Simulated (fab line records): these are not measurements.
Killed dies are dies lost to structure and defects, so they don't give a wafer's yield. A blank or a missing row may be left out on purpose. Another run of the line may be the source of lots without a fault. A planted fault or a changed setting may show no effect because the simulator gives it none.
One fault through the eyes of 2 desks | flow sky130 | only its own numbers are on each desk; what lay behind them is given at the end

## FOR THE TOOL OWNER'S DESK: litho_track-02
The tool's own readings at SKY_PASSIVATION_COAT_06 (resist thk 3000 nm): means of the sampled wafers that have a number, for each lot that ran on this tool. Any lot whose mean is over 4 standard deviations away from the usual mean is out of limits and marked OUT; that distance is given in the brackets.
Columns: A = chill_plate_temp_C at SKY_PASSIVATION_COAT_06, usual 22.99 C; B = spin_speed_rpm at SKY_PASSIVATION_COAT_06, usual 2000.0 rpm
lot  | first seen here | A     | B
L968 | day 45 12:59    | 22.93 | 1999.6
L971 | day 46 08:38    | 23.09 | 2210.3 (+99 or more) OUT
L973 | day 46 13:32    | 22.90 | 2213.8 (+99 or more) OUT
L983 | day 49 00:55    | 22.99 | 2000.3
This desk finds L971, L973 out of limits, L971 being first, at day 46 08:38 (spin_speed_rpm at SKY_PASSIVATION_COAT_06). L968, L983 stayed within limits.

## AT THE METROLOGY DESK
What the gauges read, lot by lot, whatever tool the lot ran on: means of the sampled wafers that have a number. Any lot whose mean is over 4 standard deviations away from the usual mean is out of limits and marked OUT; that distance is given in the brackets.
Columns: A = INCOMING_BOW at SKY_FIELD_ISO_BOW_MEAS_00, usual 1 um
lot  | first seen here | A
L964 | day 1 10:00     | 2
L968 | day 2 06:00     | -3
L971 | day 2 21:00     | 5
L972 | day 3 02:00     | -1
L973 | day 3 07:00     | 3
L980 | day 4 18:02     | -0
L982 | day 5 04:01     | 0
L983 | day 5 09:01     | -3
L985 | day 5 19:00     | 3
L986 | day 6 00:00     | 0
Finding of this desk: none of the 10 lots has anything out of limits.

## PUT TOGETHER
An alarm could have come from the tool owner's desk at day 46 08:38, on L971, L973.
The metrology desk saw nothing out of limits.
The metrology desk has L971, L973 on record, within its limits.
Of the lots named, all ran SKY_PASSIVATION_COAT_06 on litho_track-02.

## WHAT THE SIMULATOR HAD PUT IN
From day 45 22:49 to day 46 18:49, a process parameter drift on litho_track-02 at SKY_PASSIVATION_COAT_06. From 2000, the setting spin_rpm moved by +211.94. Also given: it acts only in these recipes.
Shown lots that were struck: L971, L973.
How many hours passed from the start of the fault until each desk's first out-of-limits reading: the tool owner's desk, 10.
